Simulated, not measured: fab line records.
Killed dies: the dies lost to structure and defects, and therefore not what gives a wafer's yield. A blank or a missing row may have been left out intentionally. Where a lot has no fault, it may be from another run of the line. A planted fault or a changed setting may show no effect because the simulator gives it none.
fab line records	flow sky130
[record] lots = 5	wafers = 15	lastDay = 50
route steps=708 shown FIELD_ISO@1 PAD_OPEN@708
lots that met no fault: taken from a fault-free run of the same line
startH: the number of hours between the record's first day and the start of the first shown wafer of the lot	waitH: hours from the lot's prior step to this one	" unchanged from the row above	L1.1+2: a row that stands for several wafers	- value missing, or start not given	* or withheld: withheld	< > ~ a bound
route shown NAME@n: NAME is a module with steps in the file, n the number in the route of the first one	usual: mean/standard deviation taken from wafers without a fault	same: alike in all rows	chamber/n: place in a boat	sites: readings site by site	_std_site: standard deviation of those values	_edge_site: outer sites' mean less inner sites'	radiusMm: for every site, how far away it sits from the centre of the wafer	mask NAME#n: copy n	behind: the last tool/chamber to shape the wafer	hold: why the lot was held/for how many hours/how that ended	device: names the non-switching transistor (n, p or np)	end of line: the route-end tests of the same wafers	a step given without rows: its recipe and nothing more	killed: dies that structure and defects cost at the first sort, which is not the same as the wafer's yield	map: per-die view of a wafer (x killed, . not killed, _ where there is no die)
set.NAME: setting as actually run; set.NAME@STEP: the setting as run at that earlier step	model.NAME: the simulator's own value behind a step, which no gauge read
lots at selected steps of the route; one table per step, one row per wafer
services: when a tool's chamber went out of use (startH, in hours from the record's first day, below 0 if earlier), for how many hours, and the reason
[[steps]]
[step SKY_FIELD_ISO_BOW_MEAS_00]
[recipe] mode = bow
[usual] INCOMING_BOW = 0/6.6
lot.wafer	tool	chamber	startH	waitH	INCOMING_BOW[um]
L503.2	filmMetro-02	-	20.02	-	11
L503.4	"	-	"	"	-8
L503.5	"	-	"	"	-8
L518.1	filmMetro-02	-	95.00	-	-4
L518.2	"	-	"	"	-6
L518.4	"	-	"	"	8
L522.4	filmMetro-02	-	115.06	-	5
L522.5	"	-	"	"	11
L522.6	"	-	"	"	-10
L523.1	filmMetro-03	-	120.00	-	-13
L523.4	"	-	"	"	-6
L523.5	"	-	"	"	-7
L524.1	filmMetro-04	-	125.00	-	3
L524.4	"	-	"	"	-9
L524.6	"	-	"	"	-3
[step SKY_FIELD_ISO_OXIDATION_01]
[recipe] tempC = 900	ambient = O2	stabiliseS = 600	purgeS = 300	targetThkA = 120	oxTimeS = 1843
[step SKY_FIELD_ISO_THK_MEAS_02]
[recipe] reads = SiO2_of_FIELD_ISO_OXIDATION_01
[usual] FIELD_ISO_OXIDATION_00_THK = 11.96/0.17
lot.wafer	tool	chamber	startH	waitH	FIELD_ISO_OXIDATION_00_THK[nm]
L503.2	filmMetro-04	-	22.68	0.0	11.83
L503.4	"	-	"	"	12.00
L503.5	"	-	"	"	11.91
L518.1	filmMetro-02	-	96.63	0.0	11.89
L518.2	"	-	"	"	11.95
L518.4	"	-	"	"	11.93
L522.4	filmMetro-04	-	117.65	0.0	11.88
L522.5	"	-	"	"	12.04
L522.6	"	-	"	"	11.70
L523.1	filmMetro-02	-	122.90	0.0	12.13
L523.4	"	-	"	"	12.07
L523.5	"	-	"	"	11.86
L524.1	filmMetro-04	-	127.94	0.0	11.93
L524.4	"	-	"	"	12.10
L524.6	"	-	"	"	12.31
[step SKY_FIELD_ISO_CVD_03]
[recipe] material = Si3N4	precursor = DCS/NH3	targetThkNm = 165	tempC = 770	timeS = 2830	pressureMtorr = 250
[usual] pressureMtorr = 250.2/0.49
lot.wafer	tool	chamber	startH	waitH	pressureMtorr	model.Si3N4_of_FIELD_ISO_CVD_03.thkNm
L503.2	lpcvd-02	1	22.73	0.0	300.7	173.6
L503.4	"	1	"	"	299.8	173.9
L503.5	"	1	"	"	300.4	173.8
L518.1	lpcvd-02	0	98.25	1.6	250.0	160.2
L518.2	"	0	"	"	250.1	159.8
L518.4	"	0	"	"	250.0	161.2
L522.4	lpcvd-02	1	117.68	0.0	249.7	164.6
L522.5	"	1	"	"	249.7	164.5
L522.6	"	1	"	"	249.6	164.3
L523.1	lpcvd-02	0	122.96	0.1	250.3	165.6
L523.4	"	0	"	"	250.0	163.3
L523.5	"	0	"	"	249.3	164.2
L524.1	lpcvd-02	1	129.56	1.6	250.5	164.8
L524.4	"	1	"	"	250.6	163.1
L524.6	"	1	"	"	251.1	164.2
[step SKY_FIELD_ISO_THK_MEAS_04]
[recipe] reads = Si3N4_of_FIELD_ISO_CVD_03
[usual] FIELD_ISO_CVD_03_THK = 163.8/1.3
lot.wafer	tool	chamber	startH	waitH	FIELD_ISO_CVD_03_THK[nm]
L503.2	filmMetro-02	-	24.53	0.0	173.5
L503.4	"	-	"	"	173.9
L503.5	"	-	"	"	173.8
L518.1	filmMetro-02	-	100.95	0.0	160.2
L518.2	"	-	"	"	160.0
L518.4	"	-	"	"	161.4
L522.4	filmMetro-03	-	119.49	0.0	164.6
L522.5	"	-	"	"	164.6
L522.6	"	-	"	"	164.3
L523.1	filmMetro-02	-	124.75	0.0	165.7
L523.4	"	-	"	"	163.3
L523.5	"	-	"	"	164.2
L524.1	filmMetro-03	-	131.35	0.0	164.8
L524.4	"	-	"	"	163.0
L524.6	"	-	"	"	164.2
[step SKY_FIELD_ISO_DEHYDRATE_05]
[recipe] tempC = 200	timeS = 60
[step SKY_FIELD_ISO_HMDS_06]
[recipe] primeTimeS = 60	primeTempC = 120
[step SKY_FIELD_ISO_COAT_07]
[recipe] resist = BARC	tempC = withheld	timeS = withheld	spinRpm = 3000	resistThkNm = 60
[step SKY_FIELD_ISO_COAT_08]
[recipe] resist = KrF-thick	spinRpm = 3000	resistThkNm = 450
[step SKY_FIELD_ISO_SOFTBAKE_09]
[recipe] tempC = 100	timeS = 90	resist = KrF-thick
[step SKY_FIELD_ISO_EXPOSE_10]
[recipe] maskId = FOM	na = 0.68	sourceShape = annular	sigmaInner = 0.4	sigmaOuter = 0.8	targetCdNm = 150	doseMj = 28
[step SKY_FIELD_ISO_PEB_11]
[recipe] pebTempC = withheld	pebTimeS = withheld	resist = KrF-thick
[step SKY_FIELD_ISO_DEVELOP_12]
[recipe] developTimeS = 60	resist = KrF-thick	devTempC = 21
[step SKY_FIELD_ISO_CD_MEAS_13]
[recipe] targetCdNm = 150
[usual] cdNm = 150.3/1.3
lot.wafer	tool	chamber	startH	waitH	cdNm
L503.2	cdSem-02	-	39.38	-	151.1
L503.4	"	-	"	"	151.3
L503.5	"	-	"	"	150.4
L518.1	cdSem-01	-	118.29	-	149.1
L518.2	"	-	"	"	150.1
L518.4	"	-	"	"	150.4
L522.4	cdSem-02	-	137.35	-	149.9
L522.5	"	-	"	"	149.7
L522.6	"	-	"	"	149.6
L523.1	cdSem-02	-	142.91	-	150.2
L523.4	"	-	"	"	149.6
L523.5	"	-	"	"	148.9
L524.1	cdSem-02	-	150.30	-	151.6
L524.4	"	-	"	"	154.3
L524.6	"	-	"	"	151.5
[step SKY_FIELD_ISO_ETCH_14]
[recipe] chemistry = N2/H2	target = BARC	ionEnergyEv = 200	sourceW = 500	biasW = 100	pressureMtorr = 30	n2FlowSccm = 100	h2FlowSccm = 200	stopOn = SiO2	timeS = 45.9	targetDepthA = 600
[usual] drypumpMotorCurrentA = 5.7/0.35	n2FlowSccm = 100.0/0.31	oesProductAu = 0.856/0.0046	rfFwdPowerW = 495.1/1.8	throttleValvePct = 13.225/0.0088
lot.wafer	tool	chamber	startH	waitH	drypumpMotorCurrentA	n2FlowSccm	oesProductAu	rfFwdPowerW	rfHoursCounterH	throttleValvePct
L503.2	rieDiel-03	1	39.48	0.1	5.4	100.2	0.857	491.4	4	13.218
L503.4	"	0	"	"	5.6	100.3	0.857	493.2	4	13.223
L503.5	"	1	"	"	5.4	100.3	0.850	493.0	-	13.234
L518.1	rieDiel-03	0	118.41	0.1	5.6	99.6	0.854	493.6	6	13.227
L518.2	"	1	"	"	5.4	99.6	0.863	494.0	5	13.224
L518.4	"	1	"	"	5.4	99.7	0.856	492.4	-	13.234
L522.4	rieDiel-03	2	137.41	0.0	5.4	99.8	0.855	495.7	119	13.212
L522.5	"	2	"	"	5.4	99.8	0.852	497.8	-	13.226
L522.6	"	3	"	"	5.5	99.6	0.851	494.0	-	13.238
L523.1	rieDiel-02	0	143.03	0.1	5.3	100.0	0.852	497.3	5	13.225
L523.4	"	1	"	"	5.9	100.2	0.854	497.9	73	13.218
L523.5	"	3	"	"	5.4	100.3	0.864	497.1	-	13.231
L524.1	rieDiel-03	3	150.42	0.1	5.4	99.9	0.859	494.1	90	13.241
L524.4	"	0	"	"	5.6	99.6	0.853	494.9	7	13.230
L524.6	"	2	"	"	5.3	100.3	0.864	493.3	-	13.247
[step SKY_FIELD_ISO_ETCH_15]
[recipe] chemistry = CHF3/O2	targetDepthNm = 180	stopOn = Si	sourceW = 600	biasW = 200	pressureMtorr = 40	chf3FlowSccm = 50	O2_flow_sccm = 5	timeS = 72
[usual] O2_flow_sccm = 4.997/0.015	drypumpMotorCurrentA = 5.7/0.35	oesProductAu = 0.942/0.0061	rfFwdPowerW = 595.8/1.8	throttleValvePct = 8.843/0.01
lot.wafer	tool	chamber	startH	waitH	O2_flow_sccm	drypumpMotorCurrentA	oesProductAu	rfFwdPowerW	rfHoursCounterH	throttleValvePct	model.etch.depthNm
L503.2	rieDiel-03	1	39.53	0.0	4.995	5.4	0.974	596.5	4	8.861	173.6
L503.4	"	0	"	"	4.997	5.6	0.973	594.8	4	8.837	173.9
L503.5	"	1	"	"	4.991	5.4	0.977	597.2	-	8.856	173.8
L518.1	rieDiel-03	0	118.45	0.0	4.992	5.6	0.945	598.0	6	8.858	160.2
L518.2	"	1	"	"	4.983	5.4	0.935	594.5	5	8.831	159.8
L518.4	"	1	"	"	4.997	5.4	0.925	593.3	-	8.840	161.2
L522.4	rieDiel-03	2	137.45	0.0	5.018	5.4	0.948	596.6	119	8.841	164.6
L522.5	"	2	"	"	5.042	5.4	0.952	595.4	-	8.849	164.5
L522.6	"	3	"	"	4.982	5.4	0.940	600.5	-	8.857	164.3
L523.1	rieDiel-02	0	143.08	0.0	5.012	5.2	0.954	595.5	5	8.847	165.6
L523.4	"	1	"	"	5.017	5.9	0.943	597.1	73	8.850	163.3
L523.5	"	3	"	"	4.979	5.5	0.939	595.5	-	8.854	164.2
L524.1	rieDiel-03	3	150.46	0.0	4.982	5.4	0.940	600.2	90	8.842	164.8
L524.4	"	0	"	"	5.011	5.6	0.945	595.6	7	8.829	163.1
L524.6	"	2	"	"	5.013	5.3	0.944	595.7	-	8.851	164.2
[step SKY_FIELD_ISO_STRIP_16]
[recipe] chemistry = O2/N2	powerW = 1400	pressureMtorr = 1500	platenTempC = withheld	o2FlowSccm = 3000	n2FlowSccm = 300	overashFraction = 0.5
[usual] drypumpMotorCurrentA = 5.6/0.44	n2FlowSccm = 300.0/0.84	oesProductAu = 0.376/0.0044	stripTimeToEndpointS = 3.541/0.021
lot.wafer	tool	chamber	startH	waitH	drypumpMotorCurrentA	n2FlowSccm	oesProductAu	rfHoursCounterH	stripTimeToEndpointS
L503.2	plasmaAsher-04	1	39.58	0.0	5.2	300.2	0.383	22	3.589
L503.4	"	1	"	"	5.2	299.5	0.372	-	3.575
L503.5	"	0	"	"	6.3	300.1	0.378	-	3.569
L518.1	plasmaAsher-04	0	118.51	0.0	6.3	299.6	0.369	30	3.542
L518.2	"	1	"	"	5.2	299.1	0.379	30	3.544
L518.4	"	1	"	"	5.1	300.7	0.376	-	3.581
L522.4	plasmaAsher-04	1	137.54	0.1	5.2	299.9	0.380	-	3.552
L522.5	"	1	"	"	5.2	299.1	0.376	-	3.544
L522.6	"	0	"	"	6.3	299.0	0.373	-	3.556
L523.1	plasmaAsher-04	0	143.13	0.0	6.3	300.3	0.379	33	3.553
L523.4	"	1	"	"	5.2	300.1	0.384	-	3.512
L523.5	"	1	"	"	5.2	300.0	0.375	-	3.532
L524.1	plasmaAsher-04	1	150.52	0.0	5.2	299.2	0.385	34	3.594
L524.4	"	1	"	"	5.2	300.0	0.376	-	3.593
L524.6	"	1	"	"	5.2	298.6	0.382	-	3.576
[step SKY_FIELD_ISO_ETCH_17]
[recipe] targetDepthA = 3420	maskMaterial = Si3N4	chemistry = HBr/Cl2/O2	target = Si	taperDeg = 5	icpW = 600	biasW = 150	pressureMtorr = 15	HBr_flow_sccm = 150	Cl2_flow_sccm = 40	O2_flow_sccm = 6	timeS = 97.7
[usual] O2_flow_sccm = 5.999/0.019	drypumpMotorCurrentA = 5.4/0.41	oesProductAu = 1.004/0.0084	rfFwdPowerW = 597.1/2	throttleValvePct = 25.653/0.01
lot.wafer	tool	chamber	startH	waitH	O2_flow_sccm	drypumpMotorCurrentA	oesProductAu	rfFwdPowerW	rfHoursCounterH	throttleValvePct
L503.2	rieSi-01	0	39.68	0.1	6.019	5.3	1.003	595.1	44	25.640
L503.4	"	2	"	"	6.000	5.0	0.998	594.1	119	25.647
L503.5	"	2	"	"	5.998	5.0	0.998	596.7	-	25.652
L518.1	rieSi-01	2	118.61	0.1	6.033	5.0	1.010	598.9	120	25.660
L518.2	"	0	"	"	6.002	5.3	1.012	595.7	45	25.644
L518.4	"	3	"	"	5.956	6.0	1.006	594.2	66	25.656
L522.4	rieSi-01	0	137.61	0.0	5.975	5.3	1.008	595.5	45	25.655
L522.5	"	2	"	"	5.970	5.1	1.004	596.3	-	25.660
L522.6	"	3	"	"	5.983	6.0	1.007	598.4	-	25.648
L523.1	rieSi-02	1	143.23	0.1	5.976	4.8	1.007	598.7	103	25.644
L523.4	"	2	"	"	6.032	6.0	0.987	596.7	72	25.666
L523.5	"	1	"	"	6.005	4.8	1.011	596.2	-	25.663
L524.1	rieSi-01	0	150.62	0.1	6.021	5.3	1.006	593.6	45	25.639
L524.4	"	2	"	"	5.981	5.0	1.004	597.5	120	25.650
L524.6	"	3	"	"	5.970	5.9	1.005	600.6	-	25.653
[step SKY_FIELD_ISO_WET_ETCH_18]
[recipe] chemistry = H3PO4	targetDepthNm = 25	tempC = 160	target = Si3N4	timeS = 286
[step SKY_FIELD_ISO_CLEAN_19]
[recipe] chemistry = SC1/SC2	mix = 1:4:20	tempC = 70	timeS = 150
[step SKY_FIELD_ISO_CLEAN_20]
[recipe] chemistry = dHF	timeS = 20	dilution = 100:1
[step SKY_FIELD_ISO_WET_ETCH_21]
[recipe] chemistry = dHF	dilution = 100:1	targetDepthNm = 20	dry = ipaMarangoni	target = SiO2	tempC = 25	timeS = 400
[step SKY_FIELD_ISO_OXIDATION_22]
[recipe] tempC = 950	ambient = O2	stabiliseS = 600	purgeS = 300	targetThkA = 100	oxTimeS = 623
[step SKY_FIELD_ISO_THK_MEAS_23]
[recipe] reads = SiO2_of_FIELD_ISO_OXIDATION_22
[usual] FIELD_ISO_OXIDATION_01_THK = 9.91/0.22
lot.wafer	tool	chamber	startH	waitH	FIELD_ISO_OXIDATION_01_THK[nm]
L503.2	filmMetro-02	-	42.36	0.0	9.79
L503.4	"	-	"	"	9.85
L503.5	"	-	"	"	9.99
L518.1	filmMetro-03	-	121.39	0.0	9.70
L518.2	"	-	"	"	9.62
L518.4	"	-	"	"	9.66
L522.4	filmMetro-03	-	139.19	0.0	9.62
L522.5	"	-	"	"	9.71
L522.6	"	-	"	"	9.59
L523.1	filmMetro-02	-	144.82	0.0	9.99
L523.4	"	-	"	"	9.81
L523.5	"	-	"	"	9.93
L524.1	filmMetro-03	-	152.14	0.0	9.73
L524.4	"	-	"	"	9.70
L524.6	"	-	"	"	9.56
[step SKY_FIELD_ISO_CVD_24]
[recipe] material = SiO2	targetThkNm = 595	tempC = 650	sigmaOpenFrac = 0.3	timeS = 99.2	sih4FlowSccm = 60	pressureMtorr = 6
[step SKY_FIELD_ISO_THK_MEAS_25]
[recipe] reads = SiO2_of_FIELD_ISO_CVD_24
[usual] FIELD_ISO_CVD_24_THK = 594/6.1
lot.wafer	tool	chamber	startH	waitH	FIELD_ISO_CVD_24_THK[nm]
L503.2	filmMetro-02	-	42.50	0.0	596
L503.4	"	-	"	"	596
L503.5	"	-	"	"	600
L518.1	filmMetro-02	-	121.52	0.0	590
L518.2	"	-	"	"	592
L518.4	"	-	"	"	596
L522.4	filmMetro-02	-	139.37	0.0	593
L522.5	"	-	"	"	595
L522.6	"	-	"	"	592
L523.1	filmMetro-04	-	144.96	0.0	601
L523.4	"	-	"	"	597
L523.5	"	-	"	"	599
L524.1	filmMetro-04	-	152.27	0.0	605
L524.4	"	-	"	"	603
L524.6	"	-	"	"	597
[step SKY_FIELD_ISO_ANNEAL_26]
[recipe] tempC = 1000	timeS = 1800	ambient = N2
[step SKY_FIELD_ISO_CMP_27]
[recipe] stopOn = Si3N4	tOverpolishS = 16	downForcePsi = 4	platenRpm = 60	targetThkNm = 457.8	padVelocityMS = 0.94248
[usual] motorCurrentA = 12.3/1.2	slurryFilterDpKPa = 13.51/0.14
lot.wafer	tool	chamber	startH	waitH	motorCurrentA	slurryFilterDpKPa
L503.2	cmp-01	1	45.47	0.1	12.5	13.52
L503.4	"	2	"	"	10.8	13.84
L503.5	"	3	"	"	13.7	13.24
L518.1	cmp-01	0	124.40	0.0	10.9	13.83
L518.4	"	2	"	"	10.7	13.63
L518.2	"	3	"	"	15.1	13.42
L522.4	cmp-02	3	140.95	0.1	12.4	13.56
L522.5	"	2	"	"	11.8	13.67
L522.6	"	3	"	"	12.1	13.15
L523.4	cmp-02	2	146.57	0.1	11.9	13.33
L523.1	"	0	"	"	13.5	13.27
L523.5	"	2	"	"	12.4	13.60
L524.1	cmp-01	2	153.83	0.0	11.1	13.26
L524.4	"	3	"	"	14.2	13.54
L524.6	"	3	"	"	14.2	13.42
[step SKY_FIELD_ISO_WET_ETCH_28]
[recipe] chemistry = dHF	targetDepthNm = 23.7	target = SiO2	dilution = 10:1	tempC = 25	timeS = 47
lot.wafer	tool	chamber	startH	waitH	model.Si3N4_of_FIELD_ISO_CVD_03.thkNm
L503.2	wetBench-02	0	45.67	0.1	127.3
L503.4	"	0	"	"	127.8
L503.5	"	0	"	"	127.7
L518.1	wetBench-01	0	124.70	0.2	113.7
L518.2	"	0	"	"	113.1
L518.4	"	0	"	"	114.6
L522.4	wetBench-02	3	141.20	0.2	118.5
L522.5	"	3	"	"	118.8
L522.6	"	3	"	"	118.6
L523.1	wetBench-02	0	146.82	0.1	119.6
L523.4	"	0	"	"	117.8
L523.5	"	0	"	"	118.2
L524.1	wetBench-01	1	154.13	0.2	117.8
L524.4	"	1	"	"	116.1
L524.6	"	1	"	"	117.1
[step SKY_FIELD_ISO_WET_ETCH_29]
[recipe] chemistry = H3PO4	targetDepthNm = 160	target = Si3N4	tempC = 160	timeS = 1825
[step SKY_PAD_OPEN_PROBE_99]
[usual] killed_at_M0_to_M3 = 44/6.4	killed_at_M4_up = 3.4/2.1	killedAtContacts = 23/5	killedAtFrontEnd = 15/4.5	killedAtOther = 0.3/0.54	killedDies = 86/9.5	killedOpen = 48/6.9	killedShort = 38/5.9
[same] grossDies = 492	killedAtBackSide = 0
lot.wafer	tool	chamber	startH	waitH	killed_at_M0_to_M3	killed_at_M4_up	killedAtContacts	killedAtFrontEnd	killedAtOther	killedDies	killedOpen	killedShort	model.etest.pfet_16v.rOnOhmUm	model.etest.sramNfetPass.offLog10AUm
L503.2	prober-02	-	1084.16	0.1	48	2	26	12	1	89	49	40	1.559e+04	-13.04
L503.4	prober-02	-	1084.26	0.2	41	4	26	11	0	82	48	34	1.517e+04	-13.05
L503.5	prober-02	-	1084.31	0.2	44	1	20	14	0	79	45	34	1.533e+04	-13.1
L518.1	prober-02	-	1169.56	0.1	46	4	15	17	0	82	41	41	1.546e+04	-12.48
L518.2	prober-02	-	1169.61	0.1	43	2	26	13	0	84	43	40	1.577e+04	-12.62
L518.4	prober-02	-	1169.71	0.2	48	6	25	12	0	91	51	40	1.561e+04	-12.39
L522.4	prober-02	-	1184.65	0.2	45	7	23	11	0	86	43	43	1.526e+04	-12.47
L522.5	prober-02	-	1184.70	0.2	49	1	25	20	0	95	54	41	1.507e+04	-12.58
L522.6	prober-02	-	1184.75	0.2	40	4	26	10	1	81	48	33	1.493e+04	-12.27
L523.1	prober-01	-	1190.05	0.1	44	5	16	16	1	82	45	37	1.537e+04	-12.72
L523.4	prober-01	-	1190.20	0.2	48	6	23	7	1	85	53	32	1.515e+04	-12.51
L523.5	prober-01	-	1190.25	0.2	33	1	27	19	0	80	45	35	1.556e+04	-12.5
L524.1	prober-02	-	1196.41	0.1	40	5	16	12	0	73	43	29	1.516e+04	-12.95
L524.4	prober-02	-	1196.56	0.2	45	2	21	8	1	77	48	28	1.492e+04	-12.83
L524.6	prober-02	-	1196.66	0.2	47	4	25	11	0	87	46	41	1.499e+04	-12.8
// killed by level:class
L503.2 VIA1:geometricParticle:open=15 CONTACT:geometricParticle:open=8 LOCAL_INTERCONNECT:geometricParticle:short=6 VIA3:geometricParticle:short=6 VIA3:geometricParticle:open=6 CONTACT:geometricParticle:short=5 VIA2:geometricParticle:open=5 FIELD_ISO:geometricParticle:open=4
L503.4 VIA1:geometricParticle:open=15 CONTACT:geometricParticle:short=9 LI_CONTACT:geometricParticle:open=7 VIA2:geometricParticle:open=6 VIA1:geometricParticle:short=5 CONTACT:geometricParticle:open=5 VIA3:geometricParticle:open=5 FIELD_ISO:geometricParticle:open=3
L503.5 VIA1:geometricParticle:open=10 VIA3:geometricParticle:open=9 CONTACT:geometricParticle:open=6 LI_CONTACT:geometricParticle:open=5 LI_CONTACT:geometricParticle:short=5 METAL1:geometricParticle:short=5 METAL2:geometricParticle:short=5 VIA2:geometricParticle:open=5
L518.1 VIA1:geometricParticle:open=12 METAL1:geometricParticle:short=9 FIELD_ISO:geometricParticle:short=8 METAL2:geometricParticle:short=8 CONTACT:geometricParticle:open=7 VIA2:geometricParticle:open=5 FIELD_ISO:geometricParticle:open=3 VIA3:geometricParticle:short=3
L518.2 METAL1:geometricParticle:short=10 LI_CONTACT:geometricParticle:open=7 VIA1:geometricParticle:open=6 LOCAL_INTERCONNECT:geometricParticle:short=6 CONTACT:geometricParticle:short=6 CONTACT:geometricParticle:open=6 VIA1:geometricParticle:short=6 VIA2:geometricParticle:open=6
L518.4 CONTACT:geometricParticle:open=12 VIA3:geometricParticle:open=11 METAL1:geometricParticle:short=8 VIA1:geometricParticle:open=7 VIA2:geometricParticle:open=5 LI_CONTACT:geometricParticle:short=4 CONTACT:geometricParticle:short=4 VIA3:geometricParticle:short=4
L522.4 VIA1:geometricParticle:open=9 METAL2:geometricParticle:short=9 CONTACT:geometricParticle:open=8 VIA2:geometricParticle:open=7 METAL1:geometricParticle:short=7 LI_CONTACT:geometricParticle:open=6 VIA1:geometricParticle:short=6 METAL4:geometricParticle:short=6
L522.5 VIA3:geometricParticle:open=12 LI_CONTACT:geometricParticle:open=9 CONTACT:geometricParticle:open=9 VIA1:geometricParticle:short=6 VIA1:geometricParticle:open=6 METAL2:geometricParticle:short=5 FIELD_ISO:geometricParticle:open=4 FIELD_ISO:geometricParticle:short=4
L522.6 VIA1:geometricParticle:open=16 CONTACT:geometricParticle:open=11 VIA3:geometricParticle:open=8 LI_CONTACT:geometricParticle:open=5 CONTACT:geometricParticle:short=5 FIELD_ISO:geometricParticle:short=4 VIA1:geometricParticle:short=4 METAL4:geometricParticle:short=4
L523.1 VIA1:geometricParticle:open=12 VIA3:geometricParticle:open=7 VIA2:geometricParticle:open=6 LOCAL_INTERCONNECT:geometricParticle:short=6 CONTACT:geometricParticle:open=5 POLY_GATE:geometricParticle:short=4 METAL4:geometricParticle:short=4 METAL3:geometricParticle:short=3
L523.4 CONTACT:geometricParticle:open=12 VIA1:geometricParticle:open=10 VIA2:geometricParticle:open=9 VIA3:geometricParticle:open=9 VIA1:geometricParticle:short=6 METAL2:geometricParticle:short=5 CONTACT:geometricParticle:short=4 METAL1:geometricParticle:short=4
L523.5 CONTACT:geometricParticle:open=10 LOCAL_INTERCONNECT:geometricParticle:short=8 VIA1:geometricParticle:open=8 VIA2:geometricParticle:open=8 FIELD_ISO:geometricParticle:short=6 VIA3:geometricParticle:open=5 CONTACT:geometricParticle:short=5 VIA1:geometricParticle:short=4
L524.1 VIA2:geometricParticle:open=9 CONTACT:geometricParticle:open=7 VIA3:geometricParticle:open=6 VIA1:geometricParticle:short=5 VIA1:geometricParticle:open=5 CONTACT:geometricParticle:short=4 METAL1:geometricParticle:short=4 METAL4:geometricParticle:short=4
L524.4 VIA1:geometricParticle:open=15 VIA3:geometricParticle:open=11 CONTACT:geometricParticle:open=9 LOCAL_INTERCONNECT:geometricParticle:short=6 LI_CONTACT:geometricParticle:open=5 METAL2:geometricParticle:short=4 VIA3:geometricParticle:short=4 POLY_GATE:geometricParticle:short=3
L524.6 LI_CONTACT:geometricParticle:open=9 VIA2:geometricParticle:open=8 VIA3:geometricParticle:open=8 VIA1:geometricParticle:open=7 METAL2:geometricParticle:short=7 CONTACT:geometricParticle:open=5 VIA1:geometricParticle:short=5 METAL3:geometricParticle:short=5
[[services]]
tool	chamber	startH	hours	kind
rieDiel-02	0	-0.52	5.9	repair
rieSi-02	1	7.64	7.1	repair
rieSi-01	2	18.14	7.0	repair
rieSi-02	-	40.14	28.1	pm
plasmaAsher-04	-	49.80	4.0	pm
cmp-02	-	52.53	0.4	repair
cmp-02	-	58.94	5.8	pm
cmp-02	-	64.76	4.0	pm
rieSi-01	-	68.29	0.2	repair
cmp-02	-	68.40	0.9	repair
cmp-02	-	68.76	-	consumableReplace:conditioner
cmp-02	-	68.76	-	consumableReplace:pad
rieSi-02	1	81.88	9.1	repair
rieDiel-02	3	107.48	7.6	repair
cmp-02	-	113.76	0.4	repair
rieSi-02	3	114.17	8.1	repair
rieDiel-03	2	114.52	13.2	repair
lpcvd-02	-	145.80	1.0	repair
rieDiel-02	0	147.71	9.2	repair
[[key]]
[firstSign] step = SKY_FIELD_ISO_CVD_03	reading = pressureMtorr	direction = up	sigmas = 99+	usual = 250.2	struck = 300.3
[effect] step = SKY_FIELD_ISO_THK_MEAS_04	reading = FIELD_ISO_CVD_03_THK	direction = up	sigmas = 7.7	usual = 163.8	struck = 173.7
[effect] step = SKY_FIELD_ISO_ETCH_15	reading = oesProductAu	direction = up	sigmas = 5.3	usual = 0.942	struck = 0.975
[modelEffect] step = SKY_FIELD_ISO_CVD_03	value = Si3N4_of_FIELD_ISO_CVD_03.thkNm	without = 164.5	struck = 173.8
[modelEffect] step = SKY_FIELD_ISO_ETCH_15	value = etch.depthNm	without = 164.5	struck = 173.8
[modelEffect] step = SKY_FIELD_ISO_WET_ETCH_28	value = Si3N4_of_FIELD_ISO_CVD_03.thkNm	without = 118.3	struck = 127.6
[modelEffect] step = SKY_PAD_OPEN_PROBE_99	value = etest.pfet_16v.rOnOhmUm	without = 1.494e+04	struck = 1.536e+04
metAt SKY_FIELD_ISO_CVD_03
struckWafers L503.2,L503.4,L503.5
testerLeftOut L503
[fault] kind = processParameterDrift	tool = lpcvd-02	chamber = 1	onsetH = 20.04	steps = SKY_FIELD_ISO_CVD_03	channel = pressureMtorr	offset = 50	shape = step	endH = 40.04	actsIn = theseRecipesOnly	stated = 250
// testerLeftOut: of these lots the tester's yield and bins aren't shown, on N5 and GAA mostly nor the transistor test; their killed dies are dies lost to structure and defects alone, not to doping, threshold or leakage, so they don't give the yield
